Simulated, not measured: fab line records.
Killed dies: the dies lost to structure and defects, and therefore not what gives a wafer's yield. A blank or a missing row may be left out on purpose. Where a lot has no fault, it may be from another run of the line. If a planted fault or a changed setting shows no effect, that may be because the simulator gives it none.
One fault seen from 2 desks ; flow sky130 ; each desk has only its own numbers; what lay behind them comes last

FROM THE METROLOGY DESK
What the gauges read, lot by lot, whatever tool the lot ran on: means of the sampled wafers that have a number. A lot is out of limits, marked OUT, if its mean lies more than 4 standard deviations from the usual mean; the brackets give that distance.
Columns: A = VIA4_BOW at SKY_VIA4_BOW_MEAS_03, usual 80 um; B = VIA4_W_RS at SKY_VIA4_RS_MEAS_19, usual 0.226 ohm/sq; C = VIA4_W_THK at SKY_VIA4_THK_MEAS_20, usual 514 nm
lot;first seen here;A;B;C
L507;day 42 21:28;69;0.224;512
L508;day 43 06:50;81;0.223;523
L510;day 43 19:32;82;0.222;521
L515;day 45 03:12;93;0.223;520
L516;day 45 09:11;81;0.174 (-15) OUT;700 (+23) OUT
L517;day 45 15:52;81;0.171 (-16) OUT;716 (+25) OUT
L521;day 46 17:04;78;0.230;508
L524;day 47 13:53;75;0.225;518
L527;day 48 00:38;85;0.226;518
L530;day 48 12:23;70;0.227;515
This desk reports L516, L517 out of limits; the earliest was L516 at day 46 08:15 (VIA4_W_RS at SKY_VIA4_RS_MEAS_19). Within limits: L507, L508, L510, L515, L521, L524, L527, L530.

THE TOOL OWNER'S DESK: cvd-w-02
The tool's own readings at SKY_VIA4_CVD_18 (deposits W, target thk 505 nm, time 152.14 s): means of the sampled wafers that have a number, for each lot that ran on this tool. A lot is out of limits, marked OUT, if its mean lies more than 4 standard deviations from the usual mean; the brackets give that distance.
Columns: A = heater-power-w at SKY_VIA4_CVD_18, usual 799 W; B = susceptor-temp-C at SKY_VIA4_CVD_18, usual 399.96 C
lot;first seen here;A;B
L508;day 44 06:39;875;399.99
L510;day 44 19:22;881;400.00
L515;day 46 02:07;893;399.84
L516;day 46 08:04;998;417.37 (+76) OUT
L517;day 46 14:02;990;416.96 (+74) OUT
This desk's verdict: out of limits on L516, L517, starting with L516 at day 46 08:04 (susceptor-temp-C at SKY_VIA4_CVD_18). Within limits: L508, L510, L515.

BROUGHT TOGETHER
The tool owner's desk could have raised an alarm at day 46 08:04, on L516, L517.
On L516, L517, the metrology desk was in a position to raise an alarm at day 46 08:15.
On cvd-w-02, each named lot ran SKY_VIA4_CVD_18.

WHAT THE SIMULATOR HAD INSERTED
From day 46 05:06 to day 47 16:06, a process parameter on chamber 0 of cvd-w-02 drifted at SKY_VIA4_CVD_18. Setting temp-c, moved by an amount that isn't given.
Lots struck among those shown: L516, L517.
Counting hours from when the fault started, the first reading out of limits came at 3 for the tool owner's desk and at 3 for the metrology desk.
